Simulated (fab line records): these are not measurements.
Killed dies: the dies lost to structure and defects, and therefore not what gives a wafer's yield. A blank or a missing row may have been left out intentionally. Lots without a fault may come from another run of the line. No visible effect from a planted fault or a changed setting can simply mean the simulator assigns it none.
Problem report in the 8D (eight disciplines) form, filled by code :: flow gf180mcu :: the parts of the form that need people (team, actions taken, sign-off) are left out

1. WHAT IS WRONG
heaterPowerTotalW at GF_STI_SOFTBAKE_08 reads a mean of 91.67 W on 6 wafers of 2 lots; wafers without a fault read 93.05 W with a standard deviation of 0.065. Relative to the usual mean, that is a shift of -21 standard deviations.
The step: time 60 s.
The first sign was on wafer L295.3 at day 3 17:07, on lithoTrack-04. The record has a number at this step for 42 wafers belonging to 14 lots. Rule for "out" (also "out of limits"): further than 4 standard deviations from the usual mean. All remaining wafers that have a number are taken as sound.

2. WHAT THIS IS AND IS NOT
question: which readings at this step
is: heaterPowerTotalW, plateTempC
is not: -

question: which lots
is: L295, L296
is not: L286, L288, L289, L290, L291, L292, L294, L298, L300, L304, L308, L309

question: which wafers of those lots
is: all that have a number
is not: -

question: read on which tools
is: lithoTrack-04
is not: lithoTrack-02, lithoTrack-03

question: when
is: from day 3 17:07
is not: up to then (21 sound wafers); but 15 sound wafers of L298, L300, L304, L308, L309 came after

3. THE SUSPECTS, EACH WITH WHAT RULES IT OUT
Counting: a tool at any process step up to the reading remains a suspect when it ran all the lots that are out and ran no sound lot after the first of those.
- lithoTrack-04 at GF_STI_SOFTBAKE_08 (time 60 s): ruled out as a lasting fault. Following L295 (day 3 17:07), the first lot on it that is out, the sound lots L309 were run on it.
Left after counting: nothing in the record.

4. THE CAUSE (what the simulator had put in)
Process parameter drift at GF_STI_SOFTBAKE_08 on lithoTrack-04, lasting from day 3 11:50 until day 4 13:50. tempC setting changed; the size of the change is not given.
Counting ruled it out, wrongly.

5. SEQUENCE OF EFFECTS, ordered by route
One row per reading whose mean, taken over the struck wafers that have a number, lies over 3 standard deviations from the usual. Readings are gone through only where the record gives a usual standard deviation; hours: the median, over the lots, of the time from a lot's start at the first step in this table giving one to that lot's start at this step; sigmas: the change measured in usual standard deviations.
hours: 0
step: GF_STI_SOFTBAKE_08
reading: heaterPowerTotalW
usual: 93.05 W
on struck wafers: 91.67
change: -1.38
sigmas: -21

hours: 0
step: GF_STI_SOFTBAKE_08
reading: plateTempC
usual: 129.99 C
on struck wafers: 128.54
change: -1.45
sigmas: -9.7

hours: 7
step: GF_STI_CD_MEAS_12
reading: cdNm
usual: 219.9 nm
on struck wafers: 225.6
change: +5.7
sigmas: +3.3
Here are the process steps it includes:
- GF_STI_SOFTBAKE_08: time 60 s.
At these later measuring or inspecting steps, every struck wafer for which the step has a row has a number for every such reading, and none has moved that far: GF_NSD_OVL_MEAS_08, GF_NSD_TW_MEAS_12.

6. WHAT WOULD HAVE CAUGHT IT SOONER
In this record no reading fell out of limits until day 3 17:07, 5 hours after the fault had begun at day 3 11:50.
